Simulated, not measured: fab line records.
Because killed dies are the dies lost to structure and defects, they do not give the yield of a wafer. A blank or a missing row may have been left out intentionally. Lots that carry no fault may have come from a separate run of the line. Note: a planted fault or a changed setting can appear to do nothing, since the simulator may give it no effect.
A lot that was struck, set against a sound lot	flow sky130	16 out of 708 route steps
Sound: the wafers L220.4, L220.5, L220.6. The struck wafers were L212.2, L212.3, L212.5. The cause is named last.
For every step that has rows: the tool of each side, followed by ch and its chambers, followed by its first start. Under that, the readings that differ: sound wafers	struck wafers	difference of the means	sigmas: that difference in standard deviations of wafers without a fault.
alike: words and numbers the same on both sides, and readings whose means are apart by under 2 such deviations; not compared: readings that were withheld, readings missing a value for some wafer, numbers with overlapping values and no deviation given by the record, and bounds like >300 which may hide the same value.
Wherever a step has rows on one side only, a row that says differs or no value, or a row with sigmas, the two part there. Numbers that don't overlap but have no deviation are shown without sigmas and don't part them. Lack of a reading on every wafer of one side parts them only where that side has two or more wafers.

first, 7 steps without rows for these wafers: SKY_METAL4_HMDS_06 (prime time 60 s); SKY_METAL4_COAT_07 (resist thk 60 nm); SKY_METAL4_COAT_08 (resist thk 1140 nm); SKY_METAL4_SOFTBAKE_09 (time 90 s); SKY_METAL4_EXPOSE_10 (exposes mask MM4, target cd 300 nm); SKY_METAL4_PEB_11; SKY_METAL4_DEVELOP_12 (develop time 60 s).
SKY_METAL4_CD_MEAS_13 targets a cd of 300 nm.
  sound on cdSem-02 at day 46 23:21; struck on cdSem-01 at day 43 21:42
reading	sound	struck	difference	sigmas
cdNm (nm)	302.0 303.4 302.1	299.6 299.3 299.4	-3.1	-2
SKY_METAL4_OVL_MEAS_14:
  sound on overlay-02 at day 46 23:25; struck on overlay-02 at day 43 21:49
  alike: METAL4_OVL
SKY_METAL4_DESCUM_15: chemistry O2, time 8 s.
  sound on rieMetal-04 ch 0,1, day 46 23:27; struck on rieMetal-03 ch 0,1, day 43 21:50
  alike: drypumpMotorCurrentA, heBacksideLeakSccm, oesProductAu, rfFwdPowerW
  not compared: rfHoursCounterH
SKY_METAL4_ETCH_16: etches BARC in N2/H2, stops on SiO2, time 88.2 s, target depth 60 nm.
  sound on rieMetal-04 ch 0,1, day 46 23:31; struck on rieMetal-03 ch 0,1, day 43 21:52
  alike: drypumpMotorCurrentA, heBacksideLeakSccm, oesProductAu, rfFwdPowerW, throttleValvePct
  not compared: rfHoursCounterH
SKY_METAL4_ETCH_17: etches SiO2 in C4F8/O2/Ar, stops on TiN, time 3.9 s, target depth 15 nm.
  sound on rieDiel-01 ch 0,2,3, day 46 23:34; struck on rieDiel-02 ch 0,1, day 43 21:58
  alike: oesProductAu, rfFwdPowerW
  not compared: rfHoursCounterH
SKY_METAL4_METAL_ETCH_18: etches the open film in Cl2/BCl3, stops on SiO2, target depth 845 nm, time 183.1 s.
  sound on rieMetal-02 ch 0,1, day 46 23:39; struck on rieMetal-02 ch 0,1, day 43 21:59
reading	sound	struck	difference	sigmas
rfFwdPowerW (W)	895.7 899.4 897.0	751.6 751.9 751.7	-145.6	-50
model.KrF-thick_of_METAL4_COAT_08.thkNm (nm)	532.6 526.9 529.2	606.4 602.2 604	+74.6	
model.SiO2_of_VIA3_HDPCVD_00.thkNm (nm)	434.8 435.1 437	439.1 440 439.9	+4.0	
  alike: drypumpMotorCurrentA, heBacksideLeakSccm, oesProductAu, throttleValvePct
  not compared: rfHoursCounterH, model.METAL4.cdNm
SKY_METAL4_STRIP_19: strips in O2/N2.
  sound on plasmaAsher-03 ch 0,1, day 46 23:48; struck on plasmaAsher-03 ch 0,1, day 43 22:10
reading	sound	struck	difference	sigmas
o2FlowSccm (sccm)	3013 3010 3005	2994 2994 2978	-21	-2
oesProductAu (a.u.)	0.510 0.503 0.515	0.532 0.536 0.531	+0.024	+4
stripTimeToEndpointS (s)	6.60 6.54 6.56	7.31 7.27 7.31	+0.73	+10
  alike: drypumpMotorCurrentA
  not compared: rfHoursCounterH
then, 1 step without rows for these wafers: SKY_METAL4_STRIP_20 (strips in post etch residue remover, time 1200 s).
-- the record jumps here: 4 days lie between the struck wafers' starts before and after (it left off in module METAL4 and takes up again in module PAD_OPEN, whose first step shown is number 708 of the route) --
SKY_PAD_OPEN_PROBE_99:
  sound on prober-01 at day 50 07:38; struck on prober-02 at day 47 15:22
  alike: defectLimitedYield, killed_at_M0_to_M3, killed_at_M4_up, killedAtContacts, killedAtFrontEnd, killedAtOther, killedDies, killedOnRim, killedOpen, killedShort, sort_bin_3_pad_short, sort_bin_5_function, sort_bin_6_memory, sortNPass, sortYieldPct
  not compared: model.etest.met4.widthNm

WHERE THEY PART
At SKY_METAL4_CD_MEAS_13 first; at SKY_METAL4_STRIP_19 last (within this record only). Later steps at which nothing parts them and some readings are alike: SKY_PAD_OPEN_PROBE_99.

WHY: what had been put in by the simulator
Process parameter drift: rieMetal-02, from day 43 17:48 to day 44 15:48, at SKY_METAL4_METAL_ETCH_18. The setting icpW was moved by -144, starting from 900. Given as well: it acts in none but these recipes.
